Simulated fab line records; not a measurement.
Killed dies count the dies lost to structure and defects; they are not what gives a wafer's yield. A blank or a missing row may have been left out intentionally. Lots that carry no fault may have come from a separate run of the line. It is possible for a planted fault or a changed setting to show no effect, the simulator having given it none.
fab line records / flow sky130
record: lots: 6 wafers: 18 last_day: 50
route steps=708 shown VT_ADJUST_LVTN@104
lots with no fault: from the same line, run without faults
start_h: start of the lot's first displayed wafer, in hours after the record's first day / wait_h: how many hours have passed since the lot's step before this one / " identical to the entry in the row above / L1.1+2: one row covering several wafers at once / - no value present, or no start provided / * or withheld: withheld / < > ~ a bound
route shown NAME@n: NAME is a module with steps in the file, n the number in the route of the first one / usual: mean and standard deviation over wafers with no fault / same: alike in all rows / chamber/n: place in a boat / sites: per-site readings / _std_site: standard deviation of those values / _edge_site: inner sites' mean taken away from outer sites' mean / radius_mm: how far each site lies from the wafer's centre / mask NAME#n: copy n / behind: the last tool/chamber to shape the wafer / hold: why the lot was held/for how many hours/how that ended / device: the transistor (n, p or np) that didn't switch / end of line: at the end of the route, the tests of the same wafers / for a step that has no rows: nothing shown but its recipe / killed: count of dies lost to structure and defects at first sort (not the wafer's yield) / map: a wafer's dies, marking killed ones x, the rest . and places with no die _
set.NAME: the setting the step ran with; set.NAME@STEP: the setting that earlier step ran with / model.NAME: the simulator's own value behind a step, which no gauge read
lots seen at some steps along the route; tables by step, rows by wafer
services: when a tool's chamber went out of use (start_h, in hours from the record's first day, below 0 if earlier), for how many hours, and the reason
== steps ==
step: SKY_VT_ADJUST_LVTN_OVL_MEAS_07
usual: VT_ADJUST_LVTN_OVL: -0.2/1.4
lot.wafer=L790.1 tool=overlay-01 chamber=- start_h=176.54 wait_h=- VT_ADJUST_LVTN_OVL[nm]=-1.9
lot.wafer=L790.4 tool=overlay-01 chamber=- start_h=176.54 wait_h=- VT_ADJUST_LVTN_OVL[nm]=-1.9
lot.wafer=L790.5 tool=overlay-01 chamber=- start_h=176.54 wait_h=- VT_ADJUST_LVTN_OVL[nm]=-2.8
lot.wafer=L792.3 tool=overlay-02 chamber=- start_h=184.95 wait_h=- VT_ADJUST_LVTN_OVL[nm]=-2.2
lot.wafer=L792.4 tool=overlay-02 chamber=- start_h=184.95 wait_h=- VT_ADJUST_LVTN_OVL[nm]=-2.1
lot.wafer=L792.5 tool=overlay-02 chamber=- start_h=184.95 wait_h=- VT_ADJUST_LVTN_OVL[nm]=-1.9
lot.wafer=L797.1 tool=overlay-02 chamber=- start_h=221.62 wait_h=- VT_ADJUST_LVTN_OVL[nm]=-1.5
lot.wafer=L797.5 tool=overlay-02 chamber=- start_h=221.62 wait_h=- VT_ADJUST_LVTN_OVL[nm]=-1.2
lot.wafer=L797.6 tool=overlay-02 chamber=- start_h=221.62 wait_h=- VT_ADJUST_LVTN_OVL[nm]=-2.4
lot.wafer=L798.2 tool=overlay-02 chamber=- start_h=227.17 wait_h=- VT_ADJUST_LVTN_OVL[nm]=-2.2
lot.wafer=L798.5 tool=overlay-02 chamber=- start_h=227.17 wait_h=- VT_ADJUST_LVTN_OVL[nm]=-0.7
lot.wafer=L798.6 tool=overlay-02 chamber=- start_h=227.17 wait_h=- VT_ADJUST_LVTN_OVL[nm]=-1.7
lot.wafer=L803.1 tool=overlay-02 chamber=- start_h=259.06 wait_h=- VT_ADJUST_LVTN_OVL[nm]=0.7
lot.wafer=L803.4 tool=overlay-02 chamber=- start_h=259.06 wait_h=- VT_ADJUST_LVTN_OVL[nm]=-1.0
lot.wafer=L803.5 tool=overlay-02 chamber=- start_h=259.06 wait_h=- VT_ADJUST_LVTN_OVL[nm]=0.5
lot.wafer=L807.3 tool=overlay-01 chamber=- start_h=284.87 wait_h=- VT_ADJUST_LVTN_OVL[nm]=1.1
lot.wafer=L807.5 tool=overlay-01 chamber=- start_h=284.87 wait_h=- VT_ADJUST_LVTN_OVL[nm]=2.4
lot.wafer=L807.6 tool=overlay-01 chamber=- start_h=284.87 wait_h=- VT_ADJUST_LVTN_OVL[nm]=3.7
step: SKY_VT_ADJUST_LVTN_IMPLANT_08
recipe: species: B energy_kev: 30 dose_cm2: 1.57e+12 tilt_deg: withheld
step: SKY_VT_ADJUST_LVTN_STRIP_09
recipe: chemistry: O2/N2 power_w: 1400 pressure_mtorr: 1500 platen_temp_c: withheld o2_flow_sccm: 3000 n2_flow_sccm: 300 overash_fraction: 0.5
usual: drypump_motor_current_A: 5.8/0.35 n2_flow_sccm: 300.0/0.91 oes_product_au: 0.723/0.0048 strip_time_to_endpoint_s: 36.95/0.093
lot.wafer=L790.1 tool=plasma_asher-04 chamber=1 start_h=176.73 wait_h=0.1 drypump_motor_current_A=6.0 n2_flow_sccm=298.6 oes_product_au=0.723 rf_hours_counter_h=49 strip_time_to_endpoint_s=36.87
lot.wafer=L790.4 tool=plasma_asher-04 chamber=0 start_h=176.73 wait_h=0.1 drypump_motor_current_A=6.0 n2_flow_sccm=298.6 oes_product_au=0.714 rf_hours_counter_h=- strip_time_to_endpoint_s=36.81
lot.wafer=L790.5 tool=plasma_asher-04 chamber=1 start_h=176.73 wait_h=0.1 drypump_motor_current_A=5.9 n2_flow_sccm=298.8 oes_product_au=0.727 rf_hours_counter_h=- strip_time_to_endpoint_s=36.89
lot.wafer=L792.3 tool=plasma_asher-04 chamber=0 start_h=185.16 wait_h=0.1 drypump_motor_current_A=6.0 n2_flow_sccm=299.7 oes_product_au=0.723 rf_hours_counter_h=- strip_time_to_endpoint_s=37.00
lot.wafer=L792.4 tool=plasma_asher-04 chamber=1 start_h=185.16 wait_h=0.1 drypump_motor_current_A=5.9 n2_flow_sccm=298.9 oes_product_au=0.724 rf_hours_counter_h=- strip_time_to_endpoint_s=37.04
lot.wafer=L792.5 tool=plasma_asher-04 chamber=0 start_h=185.16 wait_h=0.1 drypump_motor_current_A=6.0 n2_flow_sccm=300.7 oes_product_au=0.729 rf_hours_counter_h=- strip_time_to_endpoint_s=37.04
lot.wafer=L797.1 tool=plasma_asher-04 chamber=0 start_h=221.81 wait_h=0.1 drypump_motor_current_A=6.0 n2_flow_sccm=300.1 oes_product_au=0.723 rf_hours_counter_h=53 strip_time_to_endpoint_s=37.15
lot.wafer=L797.5 tool=plasma_asher-04 chamber=1 start_h=221.81 wait_h=0.1 drypump_motor_current_A=5.9 n2_flow_sccm=299.5 oes_product_au=0.718 rf_hours_counter_h=- strip_time_to_endpoint_s=37.17
lot.wafer=L797.6 tool=plasma_asher-04 chamber=0 start_h=221.81 wait_h=0.1 drypump_motor_current_A=6.0 n2_flow_sccm=299.5 oes_product_au=0.726 rf_hours_counter_h=- strip_time_to_endpoint_s=37.14
lot.wafer=L798.2 tool=plasma_asher-04 chamber=1 start_h=227.35 wait_h=0.1 drypump_motor_current_A=5.9 n2_flow_sccm=299.8 oes_product_au=0.723 rf_hours_counter_h=54 strip_time_to_endpoint_s=36.89
lot.wafer=L798.5 tool=plasma_asher-04 chamber=1 start_h=227.35 wait_h=0.1 drypump_motor_current_A=5.9 n2_flow_sccm=298.5 oes_product_au=0.721 rf_hours_counter_h=- strip_time_to_endpoint_s=37.09
lot.wafer=L798.6 tool=plasma_asher-04 chamber=0 start_h=227.35 wait_h=0.1 drypump_motor_current_A=6.0 n2_flow_sccm=300.1 oes_product_au=0.729 rf_hours_counter_h=- strip_time_to_endpoint_s=37.05
lot.wafer=L803.1 tool=plasma_asher-04 chamber=0 start_h=259.25 wait_h=0.1 drypump_motor_current_A=6.0 n2_flow_sccm=300.0 oes_product_au=0.730 rf_hours_counter_h=57 strip_time_to_endpoint_s=36.82
lot.wafer=L803.4 tool=plasma_asher-04 chamber=1 start_h=259.25 wait_h=0.1 drypump_motor_current_A=5.9 n2_flow_sccm=299.1 oes_product_au=0.734 rf_hours_counter_h=- strip_time_to_endpoint_s=36.67
lot.wafer=L803.5 tool=plasma_asher-04 chamber=1 start_h=259.25 wait_h=0.1 drypump_motor_current_A=5.9 n2_flow_sccm=299.9 oes_product_au=0.723 rf_hours_counter_h=- strip_time_to_endpoint_s=36.81
lot.wafer=L807.3 tool=plasma_asher-04 chamber=1 start_h=285.08 wait_h=0.1 drypump_motor_current_A=5.9 n2_flow_sccm=298.8 oes_product_au=0.719 rf_hours_counter_h=- strip_time_to_endpoint_s=36.84
lot.wafer=L807.5 tool=plasma_asher-04 chamber=0 start_h=285.08 wait_h=0.1 drypump_motor_current_A=6.0 n2_flow_sccm=300.1 oes_product_au=0.731 rf_hours_counter_h=- strip_time_to_endpoint_s=36.94
lot.wafer=L807.6 tool=plasma_asher-04 chamber=1 start_h=285.08 wait_h=0.1 drypump_motor_current_A=5.9 n2_flow_sccm=298.7 oes_product_au=0.714 rf_hours_counter_h=- strip_time_to_endpoint_s=36.87
step: SKY_VT_ADJUST_LVTN_TW_MEAS_10
usual: VT_ADJUST_LVTN_TW: 242.1/2.5
lot.wafer=L790.1 tool=film_metro-01 chamber=- start_h=176.83 wait_h=0.1 VT_ADJUST_LVTN_TW=240.7
lot.wafer=L790.4 tool=film_metro-01 chamber=- start_h=176.83 wait_h=0.1 VT_ADJUST_LVTN_TW=240.3
lot.wafer=L790.5 tool=film_metro-01 chamber=- start_h=176.83 wait_h=0.1 VT_ADJUST_LVTN_TW=241.2
lot.wafer=L792.3 tool=film_metro-01 chamber=- start_h=185.25 wait_h=0.1 VT_ADJUST_LVTN_TW=241.1
lot.wafer=L792.4 tool=film_metro-01 chamber=- start_h=185.25 wait_h=0.1 VT_ADJUST_LVTN_TW=241.4
lot.wafer=L792.5 tool=film_metro-01 chamber=- start_h=185.25 wait_h=0.1 VT_ADJUST_LVTN_TW=241.2
lot.wafer=L797.1 tool=film_metro-02 chamber=- start_h=221.91 wait_h=0.1 VT_ADJUST_LVTN_TW=246.6
lot.wafer=L797.5 tool=film_metro-02 chamber=- start_h=221.91 wait_h=0.1 VT_ADJUST_LVTN_TW=243.8
lot.wafer=L797.6 tool=film_metro-02 chamber=- start_h=221.91 wait_h=0.1 VT_ADJUST_LVTN_TW=246.1
lot.wafer=L798.2 tool=film_metro-01 chamber=- start_h=227.46 wait_h=0.1 VT_ADJUST_LVTN_TW=239.0
lot.wafer=L798.5 tool=film_metro-01 chamber=- start_h=227.46 wait_h=0.1 VT_ADJUST_LVTN_TW=240.0
lot.wafer=L798.6 tool=film_metro-01 chamber=- start_h=227.46 wait_h=0.1 VT_ADJUST_LVTN_TW=239.4
lot.wafer=L803.1 tool=film_metro-01 chamber=- start_h=259.35 wait_h=0.1 VT_ADJUST_LVTN_TW=238.2
lot.wafer=L803.4 tool=film_metro-01 chamber=- start_h=259.35 wait_h=0.1 VT_ADJUST_LVTN_TW=238.7
lot.wafer=L803.5 tool=film_metro-01 chamber=- start_h=259.35 wait_h=0.1 VT_ADJUST_LVTN_TW=239.0
lot.wafer=L807.3 tool=film_metro-02 chamber=- start_h=285.17 wait_h=0.1 VT_ADJUST_LVTN_TW=242.5
lot.wafer=L807.5 tool=film_metro-02 chamber=- start_h=285.17 wait_h=0.1 VT_ADJUST_LVTN_TW=243.9
lot.wafer=L807.6 tool=film_metro-02 chamber=- start_h=285.17 wait_h=0.1 VT_ADJUST_LVTN_TW=244.2
step: SKY_VT_ADJUST_LVTN_DEHYDRATE_11
recipe: temp_c: 200 time_s: 60
step: SKY_VT_ADJUST_LVTN_HMDS_12
recipe: prime_time_s: 60 prime_temp_c: 120
step: SKY_VT_ADJUST_LVTN_COAT_13
recipe: resist: NOVOLAK spin_rpm: 3000 resist_thk_nm: 1140
step: SKY_VT_ADJUST_LVTN_SOFTBAKE_14
recipe: temp_c: 90 time_s: 60 resist: NOVOLAK
step: SKY_VT_ADJUST_LVTN_EXPOSE_15
recipe: mask_id: HVN_STD_DERIVED na: 0.6 source_shape: conventional sigma_outer: 0.6 polarization: unpolarized target_cd_nm: 600 dose_mj: 163
step: SKY_VT_ADJUST_LVTN_PEB_16
recipe: temp_c: withheld time_s: * resist: NOVOLAK
step: SKY_VT_ADJUST_LVTN_DEVELOP_17
recipe: resist: NOVOLAK developer: TMAH develop_time_s: 60 dev_temp_c: 23
step: SKY_VT_ADJUST_LVTN_OVL_MEAS_18
usual: VT_ADJUST_LVTN_01_OVL: -0.9/1.9
lot.wafer=L790.1 tool=overlay-01 chamber=- start_h=196.94 wait_h=0.1 VT_ADJUST_LVTN_01_OVL[nm]=-1.4
lot.wafer=L790.4 tool=overlay-01 chamber=- start_h=196.94 wait_h=0.1 VT_ADJUST_LVTN_01_OVL[nm]=-1.8
lot.wafer=L790.5 tool=overlay-01 chamber=- start_h=196.94 wait_h=0.1 VT_ADJUST_LVTN_01_OVL[nm]=-2.7
lot.wafer=L792.3 tool=overlay-02 chamber=- start_h=205.73 wait_h=0.1 VT_ADJUST_LVTN_01_OVL[nm]=-3.5
lot.wafer=L792.4 tool=overlay-02 chamber=- start_h=205.73 wait_h=0.1 VT_ADJUST_LVTN_01_OVL[nm]=-1.5
lot.wafer=L792.5 tool=overlay-02 chamber=- start_h=205.73 wait_h=0.1 VT_ADJUST_LVTN_01_OVL[nm]=-1.3
lot.wafer=L797.1 tool=overlay-02 chamber=- start_h=244.39 wait_h=0.1 VT_ADJUST_LVTN_01_OVL[nm]=-1.1
lot.wafer=L797.5 tool=overlay-02 chamber=- start_h=244.39 wait_h=0.1 VT_ADJUST_LVTN_01_OVL[nm]=0.5
lot.wafer=L797.6 tool=overlay-02 chamber=- start_h=244.39 wait_h=0.1 VT_ADJUST_LVTN_01_OVL[nm]=-1.5
lot.wafer=L798.2 tool=overlay-02 chamber=- start_h=249.78 wait_h=0.1 VT_ADJUST_LVTN_01_OVL[nm]=-0.2
lot.wafer=L798.5 tool=overlay-02 chamber=- start_h=249.78 wait_h=0.1 VT_ADJUST_LVTN_01_OVL[nm]=-0.3
lot.wafer=L798.6 tool=overlay-02 chamber=- start_h=249.78 wait_h=0.1 VT_ADJUST_LVTN_01_OVL[nm]=-0.5
lot.wafer=L803.1 tool=overlay-01 chamber=- start_h=283.86 wait_h=0.1 VT_ADJUST_LVTN_01_OVL[nm]=1.8
lot.wafer=L803.4 tool=overlay-01 chamber=- start_h=283.86 wait_h=0.1 VT_ADJUST_LVTN_01_OVL[nm]=1.4
lot.wafer=L803.5 tool=overlay-01 chamber=- start_h=283.86 wait_h=0.1 VT_ADJUST_LVTN_01_OVL[nm]=2.7
lot.wafer=L807.3 tool=overlay-01 chamber=- start_h=309.63 wait_h=0.1 VT_ADJUST_LVTN_01_OVL[nm]=1.0
lot.wafer=L807.5 tool=overlay-01 chamber=- start_h=309.63 wait_h=0.1 VT_ADJUST_LVTN_01_OVL[nm]=-1.4
lot.wafer=L807.6 tool=overlay-01 chamber=- start_h=309.63 wait_h=0.1 VT_ADJUST_LVTN_01_OVL[nm]=1.4
step: SKY_VT_ADJUST_LVTN_IMPLANT_19
recipe: species: B energy_kev: 30 dose_cm2: 6.5e+11 tilt_deg: withheld
usual: beam_energy_keV: 30.000/0.0083 beam_on_s: 10.00/0.2 faraday_current_uA: 3.66/0.07 implant_ion_amu: 11/0
lot.wafer=L790.1 tool=implanter-04 chamber=0 start_h=196.98 wait_h=0.0 beam_energy_keV=29.995 beam_on_s=10.13 faraday_current_uA=3.62 implant_ion_amu=11
lot.wafer=L790.4 tool=implanter-04 chamber=0 start_h=196.98 wait_h=0.0 beam_energy_keV=30.002 beam_on_s=10.14 faraday_current_uA=3.62 implant_ion_amu=11
lot.wafer=L790.5 tool=implanter-04 chamber=0 start_h=196.98 wait_h=0.0 beam_energy_keV=30.000 beam_on_s=10.10 faraday_current_uA=3.63 implant_ion_amu=11
lot.wafer=L792.3 tool=implanter-03 chamber=0 start_h=205.81 wait_h=0.1 beam_energy_keV=29.995 beam_on_s=10.26 faraday_current_uA=3.56 implant_ion_amu=11
lot.wafer=L792.4 tool=implanter-03 chamber=0 start_h=205.81 wait_h=0.1 beam_energy_keV=30.001 beam_on_s=10.18 faraday_current_uA=3.61 implant_ion_amu=11
lot.wafer=L792.5 tool=implanter-03 chamber=0 start_h=205.81 wait_h=0.1 beam_energy_keV=30.001 beam_on_s=10.20 faraday_current_uA=3.61 implant_ion_amu=11
lot.wafer=L797.1 tool=implanter-04 chamber=- start_h=244.43 wait_h=0.0 beam_energy_keV=- beam_on_s=- faraday_current_uA=- implant_ion_amu=-
lot.wafer=L797.5 tool=implanter-04 chamber=- start_h=244.43 wait_h=0.0 beam_energy_keV=- beam_on_s=- faraday_current_uA=- implant_ion_amu=-
lot.wafer=L797.6 tool=implanter-04 chamber=- start_h=244.43 wait_h=0.0 beam_energy_keV=- beam_on_s=- faraday_current_uA=- implant_ion_amu=-
lot.wafer=L798.2 tool=implanter-04 chamber=- start_h=249.83 wait_h=0.0 beam_energy_keV=- beam_on_s=- faraday_current_uA=- implant_ion_amu=-
lot.wafer=L798.5 tool=implanter-04 chamber=- start_h=249.83 wait_h=0.0 beam_energy_keV=- beam_on_s=- faraday_current_uA=- implant_ion_amu=-
lot.wafer=L798.6 tool=implanter-04 chamber=- start_h=249.83 wait_h=0.0 beam_energy_keV=- beam_on_s=- faraday_current_uA=- implant_ion_amu=-
lot.wafer=L803.1 tool=implanter-04 chamber=0 start_h=283.90 wait_h=0.0 beam_energy_keV=29.994 beam_on_s=9.79 faraday_current_uA=3.73 implant_ion_amu=11
lot.wafer=L803.4 tool=implanter-04 chamber=0 start_h=283.90 wait_h=0.0 beam_energy_keV=29.995 beam_on_s=10.35 faraday_current_uA=3.54 implant_ion_amu=11
lot.wafer=L803.5 tool=implanter-04 chamber=0 start_h=283.90 wait_h=0.0 beam_energy_keV=29.995 beam_on_s=10.35 faraday_current_uA=3.53 implant_ion_amu=11
lot.wafer=L807.3 tool=implanter-03 chamber=0 start_h=309.70 wait_h=0.1 beam_energy_keV=30.016 beam_on_s=10.28 faraday_current_uA=3.55 implant_ion_amu=11
lot.wafer=L807.5 tool=implanter-03 chamber=0 start_h=309.70 wait_h=0.1 beam_energy_keV=29.986 beam_on_s=10.27 faraday_current_uA=3.57 implant_ion_amu=11
lot.wafer=L807.6 tool=implanter-03 chamber=0 start_h=309.70 wait_h=0.1 beam_energy_keV=30.007 beam_on_s=10.05 faraday_current_uA=3.65 implant_ion_amu=11
step: SKY_VT_ADJUST_LVTN_STRIP_20
recipe: chemistry: O2/N2 power_w: 1400 pressure_mtorr: 1500 platen_temp_c: withheld o2_flow_sccm: 3000 n2_flow_sccm: 300 overash_fraction: 0.5
usual: drypump_motor_current_A: 5.7/0.44 n2_flow_sccm: 300.0/0.95 oes_product_au: 0.716/0.0047 strip_time_to_endpoint_s: 14.20/0.043
lot.wafer=L790.1 tool=plasma_asher-04 chamber=1 start_h=197.13 wait_h=0.1 drypump_motor_current_A=5.9 n2_flow_sccm=301.6 oes_product_au=0.721 rf_hours_counter_h=51 strip_time_to_endpoint_s=14.23
lot.wafer=L790.4 tool=plasma_asher-04 chamber=0 start_h=197.13 wait_h=0.1 drypump_motor_current_A=6.0 n2_flow_sccm=300.0 oes_product_au=0.712 rf_hours_counter_h=- strip_time_to_endpoint_s=14.22
lot.wafer=L790.5 tool=plasma_asher-04 chamber=1 start_h=197.13 wait_h=0.1 drypump_motor_current_A=5.9 n2_flow_sccm=301.1 oes_product_au=0.720 rf_hours_counter_h=- strip_time_to_endpoint_s=14.22
lot.wafer=L792.3 tool=plasma_asher-03 chamber=0 start_h=205.94 wait_h=0.1 drypump_motor_current_A=5.7 n2_flow_sccm=299.0 oes_product_au=0.711 rf_hours_counter_h=- strip_time_to_endpoint_s=14.18
lot.wafer=L792.4 tool=plasma_asher-03 chamber=1 start_h=205.94 wait_h=0.1 drypump_motor_current_A=6.1 n2_flow_sccm=300.2 oes_product_au=0.719 rf_hours_counter_h=- strip_time_to_endpoint_s=14.21
lot.wafer=L792.5 tool=plasma_asher-03 chamber=1 start_h=205.94 wait_h=0.1 drypump_motor_current_A=6.1 n2_flow_sccm=299.3 oes_product_au=0.722 rf_hours_counter_h=- strip_time_to_endpoint_s=14.16
lot.wafer=L797.1 tool=plasma_asher-03 chamber=0 start_h=244.58 wait_h=0.1 drypump_motor_current_A=5.7 n2_flow_sccm=300.6 oes_product_au=0.714 rf_hours_counter_h=59 strip_time_to_endpoint_s=14.21
lot.wafer=L797.5 tool=plasma_asher-03 chamber=1 start_h=244.58 wait_h=0.1 drypump_motor_current_A=6.2 n2_flow_sccm=299.5 oes_product_au=0.712 rf_hours_counter_h=- strip_time_to_endpoint_s=14.21
lot.wafer=L797.6 tool=plasma_asher-03 chamber=0 start_h=244.58 wait_h=0.1 drypump_motor_current_A=5.7 n2_flow_sccm=299.6 oes_product_au=0.712 rf_hours_counter_h=- strip_time_to_endpoint_s=14.15
lot.wafer=L798.2 tool=plasma_asher-03 chamber=1 start_h=249.96 wait_h=0.1 drypump_motor_current_A=6.2 n2_flow_sccm=301.1 oes_product_au=0.715 rf_hours_counter_h=60 strip_time_to_endpoint_s=14.13
lot.wafer=L798.5 tool=plasma_asher-03 chamber=1 start_h=249.96 wait_h=0.1 drypump_motor_current_A=6.1 n2_flow_sccm=301.2 oes_product_au=0.717 rf_hours_counter_h=- strip_time_to_endpoint_s=14.20
lot.wafer=L798.6 tool=plasma_asher-03 chamber=0 start_h=249.96 wait_h=0.1 drypump_motor_current_A=5.6 n2_flow_sccm=300.6 oes_product_au=0.717 rf_hours_counter_h=- strip_time_to_endpoint_s=14.13
lot.wafer=L803.1 tool=plasma_asher-03 chamber=0 start_h=284.05 wait_h=0.1 drypump_motor_current_A=5.6 n2_flow_sccm=299.9 oes_product_au=0.716 rf_hours_counter_h=63 strip_time_to_endpoint_s=14.21
lot.wafer=L803.4 tool=plasma_asher-03 chamber=1 start_h=284.05 wait_h=0.1 drypump_motor_current_A=6.2 n2_flow_sccm=300.5 oes_product_au=0.720 rf_hours_counter_h=- strip_time_to_endpoint_s=14.22
lot.wafer=L803.5 tool=plasma_asher-03 chamber=1 start_h=284.05 wait_h=0.1 drypump_motor_current_A=6.2 n2_flow_sccm=301.6 oes_product_au=0.721 rf_hours_counter_h=- strip_time_to_endpoint_s=14.25
lot.wafer=L807.3 tool=plasma_asher-02 chamber=1 start_h=309.84 wait_h=0.1 drypump_motor_current_A=5.8 n2_flow_sccm=300.0 oes_product_au=0.721 rf_hours_counter_h=- strip_time_to_endpoint_s=14.20
lot.wafer=L807.5 tool=plasma_asher-02 chamber=1 start_h=309.84 wait_h=0.1 drypump_motor_current_A=5.8 n2_flow_sccm=300.2 oes_product_au=0.719 rf_hours_counter_h=- strip_time_to_endpoint_s=14.23
lot.wafer=L807.6 tool=plasma_asher-02 chamber=0 start_h=309.84 wait_h=0.1 drypump_motor_current_A=4.8 n2_flow_sccm=300.9 oes_product_au=0.721 rf_hours_counter_h=- strip_time_to_endpoint_s=14.14
step: SKY_VT_ADJUST_LVTN_TW_MEAS_21
usual: VT_ADJUST_LVTN_2_TW: 188.1/1.9
lot.wafer=L790.1 tool=film_metro-01 chamber=- start_h=197.23 wait_h=0.1 VT_ADJUST_LVTN_2_TW=185.8
lot.wafer=L790.4 tool=film_metro-01 chamber=- start_h=197.23 wait_h=0.1 VT_ADJUST_LVTN_2_TW=185.8
lot.wafer=L790.5 tool=film_metro-01 chamber=- start_h=197.23 wait_h=0.1 VT_ADJUST_LVTN_2_TW=184.9
lot.wafer=L792.3 tool=film_metro-03 chamber=- start_h=206.03 wait_h=0.1 VT_ADJUST_LVTN_2_TW=187.9
lot.wafer=L792.4 tool=film_metro-03 chamber=- start_h=206.03 wait_h=0.1 VT_ADJUST_LVTN_2_TW=187.6
lot.wafer=L792.5 tool=film_metro-03 chamber=- start_h=206.03 wait_h=0.1 VT_ADJUST_LVTN_2_TW=188.5
lot.wafer=L797.1 tool=film_metro-03 chamber=- start_h=244.68 wait_h=0.1 VT_ADJUST_LVTN_2_TW=30.1
lot.wafer=L797.5 tool=film_metro-03 chamber=- start_h=244.68 wait_h=0.1 VT_ADJUST_LVTN_2_TW=30.0
lot.wafer=L797.6 tool=film_metro-03 chamber=- start_h=244.68 wait_h=0.1 VT_ADJUST_LVTN_2_TW=30.0
lot.wafer=L798.2 tool=film_metro-01 chamber=- start_h=250.18 wait_h=0.2 VT_ADJUST_LVTN_2_TW=29.5
lot.wafer=L798.5 tool=film_metro-01 chamber=- start_h=250.18 wait_h=0.2 VT_ADJUST_LVTN_2_TW=29.6
lot.wafer=L798.6 tool=film_metro-01 chamber=- start_h=250.18 wait_h=0.2 VT_ADJUST_LVTN_2_TW=29.8
lot.wafer=L803.1 tool=film_metro-03 chamber=- start_h=284.15 wait_h=0.1 VT_ADJUST_LVTN_2_TW=189.0
lot.wafer=L803.4 tool=film_metro-03 chamber=- start_h=284.15 wait_h=0.1 VT_ADJUST_LVTN_2_TW=188.9
lot.wafer=L803.5 tool=film_metro-03 chamber=- start_h=284.15 wait_h=0.1 VT_ADJUST_LVTN_2_TW=188.3
lot.wafer=L807.3 tool=film_metro-01 chamber=- start_h=309.92 wait_h=0.1 VT_ADJUST_LVTN_2_TW=185.9
lot.wafer=L807.5 tool=film_metro-01 chamber=- start_h=309.92 wait_h=0.1 VT_ADJUST_LVTN_2_TW=185.7
lot.wafer=L807.6 tool=film_metro-01 chamber=- start_h=309.92 wait_h=0.1 VT_ADJUST_LVTN_2_TW=185.7
== services ==
tool=plasma_asher-04 chamber=- start_h=162.89 hours=1.0 kind=repair
tool=implanter-04 chamber=- start_h=163.56 hours=3.8 kind=repair
tool=plasma_asher-04 chamber=- start_h=242.49 hours=2.6 kind=repair
tool=plasma_asher-02 chamber=- start_h=282.42 hours=6.6 kind=repair
tool=implanter-04 chamber=- start_h=295.93 hours=12.3 kind=repair
tool=implanter-03 chamber=- start_h=302.09 hours=2.9 kind=repair
== key ==
first_sign: step: SKY_VT_ADJUST_LVTN_IMPLANT_19 reading: tool_record direction: missing
effect: step: SKY_VT_ADJUST_LVTN_TW_MEAS_21 reading: VT_ADJUST_LVTN_2_TW direction: down sigmas: 84 usual: 188.1 struck: 29.8
met_at SKY_VT_ADJUST_LVTN_IMPLANT_19
struck_wafers L797.1,L797.5,L797.6,L798.2,L798.5,L798.6
rows_end L798.2
later_rows_left_out L797.1,L797.5,L797.6,L798.5,L798.6
sort_left_out L797.1,L797.5,L797.6,L798.5,L798.6
tester_left_out L797,L798
onset_between 196.98 244.43
fault: kind: skipped_step_whole tool: implanter-04 chamber: - onset_h: 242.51 steps: SKY_VT_ADJUST_LVTN_IMPLANT_19 scope: struck_lots_only
tester_left_out: of these lots the tester's yield and bins aren't shown, on N5 and GAA mostly nor the transistor test; their killed dies are dies lost to structure and defects alone, not to doping, threshold or leakage, so they don't give the yield
sort_left_out: the simulated sort isn't trusted on such a fault, so these wafers' sort isn't shown, and their yield isn't known
later_rows_left_out: the simulator's readings of these wafers behind a module that went badly wrong aren't trusted and aren't shown, but for the sort
rows_end: these wafers met a further fault down the route, and their rows from its step on are left out
